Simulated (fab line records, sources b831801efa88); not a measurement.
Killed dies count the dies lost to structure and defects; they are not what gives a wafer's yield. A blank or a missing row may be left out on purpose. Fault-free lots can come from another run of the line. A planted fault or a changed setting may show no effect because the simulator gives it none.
Comparing a struck lot with a sound one -- flow gf180mcu -- 16 steps out of a route of 602
Sound: the wafers L888.2, L888.3, L888.6. Wafers L895.2, L895.4, L895.6 were the ones struck. Last of all comes the cause.
For every step that has rows: the tool of each side, followed by ch and its chambers, followed by its first start. Under that, the readings that differ: sound wafers -- struck wafers -- difference of the means -- sigmas: that difference in standard deviations of wafers without a fault.
alike: same words and numbers on both sides, and readings whose means sit less than 2 such deviations apart. not compared: any withheld reading, any reading some wafer has no value for, any bound like >300 that may hide the same value, and any number with overlapping values for which the record gives no deviation.
A row with sigmas, a row that says differs or no value, or rows on one side alone: a step with any of these is where the two part. When numbers do not overlap yet have no deviation, they are printed without sigmas and do not part them. Lack of a reading on every wafer of one side parts them only where that side has two or more wafers.

first, 3 steps without rows for these wafers: GF_V2_EXPOSE_11 (exposes mask Via2, target cd 260 nm); GF_V2_PEB_12 (peb time 90 s); GF_V2_DEVELOP_13 (develop time 60 s).
GF_V2_CD_MEAS_14: target cd 260 nm.
  struck on cd sem-01, day 24 20:14; sound on cd sem-01, day 22 12:08
  alike: cd nm
GF_V2_OVL_MEAS_15:
  struck on overlay-01, day 24 20:21; sound on overlay-02, day 22 12:15
  alike: V2_OVL
GF_V2_ETCH_16: etches BARC in N2/H2.
  sound on rie diel-04 ch 0,2, day 22 12:17; struck on rie diel-01 ch 1,2,3, day 24 20:23
  alike: bias w, drypump motor current A, oes product au, throttle valve pct
GF_V2_ETCH_17: etches SiO2 in C4F8/O2/Ar, stops on TiN, target depth 630 nm.
  sound: rie diel-04 ch 0,2; struck: rie diel-01 ch 1,2,3
  alike: bias w, oes product au
GF_V2_STRIP_18: strips in O2/N2.
  sound on plasma asher-01 ch 0, day 22 12:25; struck on plasma asher-03 ch 0,1, day 24 20:31
  alike: drypump motor current A, heater power w, oes product au
  not compared: rf hours counter h
then, 2 steps without rows for these wafers: GF_V2_STRIP_19 (strips in post etch residue remover, time 1200 s); GF_V2_CLEAN_20 (cleans in DIW).
GF_V2_SPUTTER_21: material Ti, target thk 15 nm, time 80.02 s.
  struck on pvd sputter-01, day 24 21:02; sound on pvd sputter-02, day 22 12:56
  alike: substrate temp c, throttle valve pct
GF_V2_SPUTTER_22: material TiN, target thk 10 nm, time 40 s.
  struck on pvd sputter-01, day 24 21:06; sound on pvd sputter-02, day 22 13:00
  alike: throttle valve pct
GF_V2_CVD_23: deposits W, target thk 350 nm, time 104.94 s.
  sound on cvd w-01 ch 0,1, day 22 13:02; struck on cvd w-01 ch 0,1, day 24 21:08
  no value came back on the struck wafers for chamber pressure Torr (Torr), heater power outer w (W), heater power w (W), time s (s); on the sound wafers chamber pressure Torr (Torr) reads 40.00 40.04 40.08
GF_V2_RS_MEAS_24: measures by four-point-probe.
  struck on film metro-01, day 24 21:16; sound on film metro-01, day 22 13:10
reading,sound,struck,difference,sigmas
V2_W_RS (ohm/sq),0.3306 0.3330 0.3277,44.163 44.358 44.555,+44.028,+99 or more
GF_V2_THK_MEAS_25: measures by xrf.
  struck on film metro-01, day 24 21:23; sound on film metro-01, day 22 13:17
reading,sound,struck,difference,sigmas
V2_W_THK (nm),352 350 354,<0 <0 <0,differs,
GF_V2_CMP_26: polishes, stops on SiO2, t overpolish 15 s, target thk 0 nm.
  sound on cmp-02 ch 0,1,2, day 22 13:22; struck on cmp-02 ch 1,3, day 24 21:26
reading,sound,struck,difference,sigmas
time to endpoint s (s),85 87 90,1 3 5,-84,-26
  alike: edge zone pressure frac, motor current A

WHERE THEY PART
Earliest at GF_V2_CVD_23; latest, in this record, at GF_V2_CMP_26.

WHY: what the simulator had put in
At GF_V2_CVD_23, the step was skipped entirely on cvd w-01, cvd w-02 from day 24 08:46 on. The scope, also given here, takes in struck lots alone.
